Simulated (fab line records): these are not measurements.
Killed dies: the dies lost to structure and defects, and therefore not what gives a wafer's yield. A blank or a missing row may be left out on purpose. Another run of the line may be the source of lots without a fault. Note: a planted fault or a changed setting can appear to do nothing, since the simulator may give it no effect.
Which tool did it? || flow gf180mcu || route of 602 steps, sampled at 1 step: 12 lots, 36 wafers

== WHAT THE GAUGES SHOWED, per wafer ==
GF_STI_THK_MEAS_02.
{"lot": "L075", "measured": "day 1 17:24", "on": "film-metro-04", "STI_OXIDATION_THK (nm)": "10.36 10.42 10.32"}
{"lot": "L077", "measured": "day 2 02:43", "on": "film-metro-04", "STI_OXIDATION_THK (nm)": "10.20 10.06 10.11"}
{"lot": "L079", "measured": "day 2 12:31", "on": "film-metro-03", "STI_OXIDATION_THK (nm)": "9.88 9.87 9.97"}
{"lot": "L081", "measured": "day 2 23:12", "on": "film-metro-03", "STI_OXIDATION_THK (nm)": "10.18 10.22 10.33"}
{"lot": "L083", "measured": "day 3 08:31", "on": "film-metro-01", "STI_OXIDATION_THK (nm)": "9.97 9.83 9.81"}
{"lot": "L085", "measured": "day 3 18:31", "on": "film-metro-04", "STI_OXIDATION_THK (nm)": "10.14 10.29 10.19"}
{"lot": "L087", "measured": "day 4 05:08", "on": "film-metro-01", "STI_OXIDATION_THK (nm)": "10.16 10.09 10.07"}
{"lot": "L089", "measured": "day 4 14:32", "on": "film-metro-04", "STI_OXIDATION_THK (nm)": "10.15 10.00 10.10"}
{"lot": "L091", "measured": "day 5 00:31", "on": "film-metro-03", "STI_OXIDATION_THK (nm)": "10.06 10.20 10.24"}
{"lot": "L093", "measured": "day 5 10:31", "on": "film-metro-01", "STI_OXIDATION_THK (nm)": "10.33 10.36 10.46"}
{"lot": "L095", "measured": "day 5 20:41", "on": "film-metro-03", "STI_OXIDATION_THK (nm)": "9.95 10.17 10.11"}
{"lot": "L097", "measured": "day 6 07:07", "on": "film-metro-03", "STI_OXIDATION_THK (nm)": "9.98 10.07 9.78"}

== EACH LOT AND THE TOOL THAT RAN IT (in order: tool; ch and the chambers of the sampled wafers; start) ==
The record shows no process step preceding these readings.

== THE ANSWER, worked out from the rows above alone ==
Rule: what is usual is taken from the lots themselves. Put in order of their means at a reading, lots are off if they are a third of the lots or fewer, leave a main group of 4 or more, and stand apart from it by a gap of 3 or more times the standard deviation of the main group's means; of several such gaps the widest counts. A main group whose means are all the same, to the digits that the tables above print for the reading, isn't used. Also off: a lot with no number at a reading for which 4 or more lots have one. All remaining lots with rows at the step are treated as sound.
No lot is off on any of the readings shown, so nothing can be concluded from this.

== WHAT THE SIMULATOR HAD INSERTED ==
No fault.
